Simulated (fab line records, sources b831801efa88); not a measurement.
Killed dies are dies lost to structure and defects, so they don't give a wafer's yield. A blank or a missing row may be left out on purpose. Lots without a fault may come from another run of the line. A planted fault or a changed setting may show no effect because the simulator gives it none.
Which tool did it? | flow gf180mcu | 13 lots, 38 wafers sampled, at 5 steps of a route of 602

WHAT THE GAUGES READ, wafer by wafer
GF_V1_THK_MEAS_01.
lot  | measured     | on            | V1_CVD_00_THK (nm)
L344 | day 18 14:26 | film_metro-04 | 598 593 601
L345 | day 19 00:32 | film_metro-01 | 599 599 601
L346 | day 19 12:24 | film_metro-04 | 602 601 605
L348 | day 20 03:19 | film_metro-02 | 596 592 603
L349 | day 20 12:14 | film_metro-04 | 598 590 587
L350 | day 21 01:20 | film_metro-02 | 605 599 590
L351 | day 21 12:52 | film_metro-02 | 482 479 470 481 479 469
L352 | day 21 18:48 | film_metro-01 | 467 483 469 467 483 468
L353 | day 21 22:53 | film_metro-01 | 479 472 475 478 473 476
L356 | day 22 18:05 | film_metro-01 | 593 598 597
L361 | day 24 11:54 | film_metro-01 | 601 603 590
L362 | day 24 22:25 | film_metro-04 | 591 591
L363 | day 25 05:08 | film_metro-04 | 597 595 594

GF_V1_BOW_MEAS_05.
lot  | measured     | on            | V1_BOW (um)
L344 | day 18 14:55 | film_metro-04 | 97 99 78
L345 | day 19 01:01 | film_metro-02 | 91 84 84
L346 | day 19 13:00 | film_metro-04 | 77 87 84
L348 | day 20 03:49 | film_metro-04 | 83 75 85
L349 | day 20 12:46 | film_metro-01 | 95 89 88
L350 | day 21 01:50 | film_metro-04 | 74 79 70
L351 | day 21 23:58 | film_metro-02 | 82 86 81
L352 | day 21 22:56 | film_metro-04 | 96 92 84
L353 | day 22 03:45 | film_metro-02 | 87 83 91
L356 | day 22 18:35 | film_metro-04 | 92 94 84
L361 | day 24 12:28 | film_metro-01 | 84 83 79
L362 | day 24 22:56 | film_metro-04 | 89 84
L363 | day 25 05:38 | film_metro-04 | 82 92 75

WHICH TOOL RAN EACH LOT (tool, then ch and the chambers of the sampled wafers, then the start)
lot  | GF_CONTACT_CVD_24             | GF_M1_SPUTTER_02             | GF_V1_CVD_00
L344 | cvd_w-01 ch 0,1, day 17 14:04 | pvd_sputter-04, day 17 14:46 | hdpcvd-01 ch 0,2, day 18 14:20
L345 | cvd_w-02 ch 0,1, day 17 22:37 | pvd_sputter-01, day 17 23:20 | hdpcvd-01 ch 0,2, day 19 00:27
L346 | cvd_w-01 ch 0,1, day 18 09:43 | pvd_sputter-01, day 18 10:39 | hdpcvd-02 ch 0,1,2, day 19 12:20
L348 | cvd_w-01 ch 0, day 19 02:07   | pvd_sputter-02, day 19 02:50 | hdpcvd-02 ch 1,2, day 20 03:14
L349 | cvd_w-02 ch 0,1, day 19 11:17 | pvd_sputter-04, day 19 12:01 | hdpcvd-02 ch 0,1,2, day 20 12:10
L350 | cvd_w-02 ch 1, day 19 23:31   | pvd_sputter-01, day 20 00:14 | hdpcvd-02 ch 0,1,2, day 21 01:15
L351 | cvd_w-02 ch 0, day 20 10:49   | pvd_sputter-04, day 20 11:37 | hdpcvd-02 ch 1,2, day 21 12:47
L352 | cvd_w-01 ch 0,1, day 20 16:37 | pvd_sputter-02, day 20 17:20 | hdpcvd-02 ch 1,2, day 21 18:44
L353 | cvd_w-02 ch 0, day 20 21:12   | pvd_sputter-01, day 20 21:59 | hdpcvd-02 ch 0,2, day 21 22:49
L356 | cvd_w-01 ch 0,1, day 21 16:54 | pvd_sputter-02, day 21 17:37 | hdpcvd-01 ch 0,1,2, day 22 18:01
L361 | cvd_w-02 ch 0,1, day 23 11:23 | pvd_sputter-01, day 23 12:04 | hdpcvd-01 ch 0,1, day 24 11:49
L362 | cvd_w-01 ch 0,1, day 23 22:56 | pvd_sputter-04, day 23 23:38 | hdpcvd-02 ch 1,2, day 24 22:20
L363 | cvd_w-01 ch 0,1, day 24 04:43 | pvd_sputter-01, day 24 05:23 | hdpcvd-02 ch 0,1,2, day 25 05:02
- GF_CONTACT_CVD_24: deposits W, target thk 300 nm, time 90.339 s.
- GF_M1_SPUTTER_02: material AlCu, target thk 450 nm, time 23.9 s.
- GF_V1_CVD_00: deposits SiO2, target thk 600 nm, time 100 s.

WHAT THE TOOLS THEMSELVES READ (means of the sampled wafers that have a number; where no wafer has one, the mark that the record gives instead)
GF_CONTACT_CVD_24.
lot  | tool     | heater_power_w (W)
L344 | cvd_w-01 | 817
L345 | cvd_w-02 | 699
L346 | cvd_w-01 | 839
L348 | cvd_w-01 | 803
L349 | cvd_w-02 | 697
L350 | cvd_w-02 | 688
L351 | cvd_w-02 | 702
L352 | cvd_w-01 | 825
L353 | cvd_w-02 | 724
L356 | cvd_w-01 | 811
L361 | cvd_w-02 | 704
L362 | cvd_w-01 | 834
L363 | cvd_w-01 | 829

GF_M1_SPUTTER_02.
lot  | tool           | throttle_valve_pct (%)
L344 | pvd_sputter-04 | 30.9
L345 | pvd_sputter-01 | 30.8
L346 | pvd_sputter-01 | 30.7
L348 | pvd_sputter-02 | 29.6
L349 | pvd_sputter-04 | 30.4
L350 | pvd_sputter-01 | 30.7
L351 | pvd_sputter-04 | 30.4
L352 | pvd_sputter-02 | 29.6
L353 | pvd_sputter-01 | 30.6
L356 | pvd_sputter-02 | 29.5
L361 | pvd_sputter-01 | 29.8
L362 | pvd_sputter-04 | 30.7
L363 | pvd_sputter-01 | 30.0

GF_V1_CVD_00.
lot  | tool      | sih4_flow_sccm (sccm)
L344 | hdpcvd-01 | 60.11
L345 | hdpcvd-01 | 59.89
L346 | hdpcvd-02 | 59.96
L348 | hdpcvd-02 | 59.89
L349 | hdpcvd-02 | 60.06
L350 | hdpcvd-02 | 59.97
L351 | hdpcvd-02 | 47.88
L352 | hdpcvd-02 | 48.04
L353 | hdpcvd-02 | 48.10
L356 | hdpcvd-01 | 59.83
L361 | hdpcvd-01 | 59.96
L362 | hdpcvd-02 | 60.11
L363 | hdpcvd-02 | 60.14

THE ANSWER, worked out from the rows above alone
Rule: what is usual is taken from the lots themselves. Put in order of their means at a reading, lots are off if they are a third of the lots or fewer, leave a main group of 4 or more, and stand apart from it by a gap of 3 or more times the standard deviation of the main group's means; of several such gaps the widest counts. A main group whose means are all the same, to the digits that the tables above print for the reading, isn't used. A lot without any number at a reading at which 4 lots or more have one is off too. The other lots that the step has rows for count as sound. The gauges are gone through in route order, then the tools' own readings, and for those a lot's mean is taken as printed above. The first step at which some lot is off is used, and at that step the reading that is off furthest; a lot without a number counts as furthest.
Off: L351, L352, L353, at GF_V1_THK_MEAS_01 (V1_CVD_00_THK). The main group: mean 597 nm, standard deviation 3.3.
A tool fits if, at a process step before that reading, it ran every lot that is off, and no sound lot after the first of them. The gauges at GF_V1_THK_MEAS_01 aren't tried: what is off there is off at GF_V1_CVD_00 too, on other tools, and a gauge's error can't cause that. None of those tried fits.

WHAT THE SIMULATOR HAD PUT IN
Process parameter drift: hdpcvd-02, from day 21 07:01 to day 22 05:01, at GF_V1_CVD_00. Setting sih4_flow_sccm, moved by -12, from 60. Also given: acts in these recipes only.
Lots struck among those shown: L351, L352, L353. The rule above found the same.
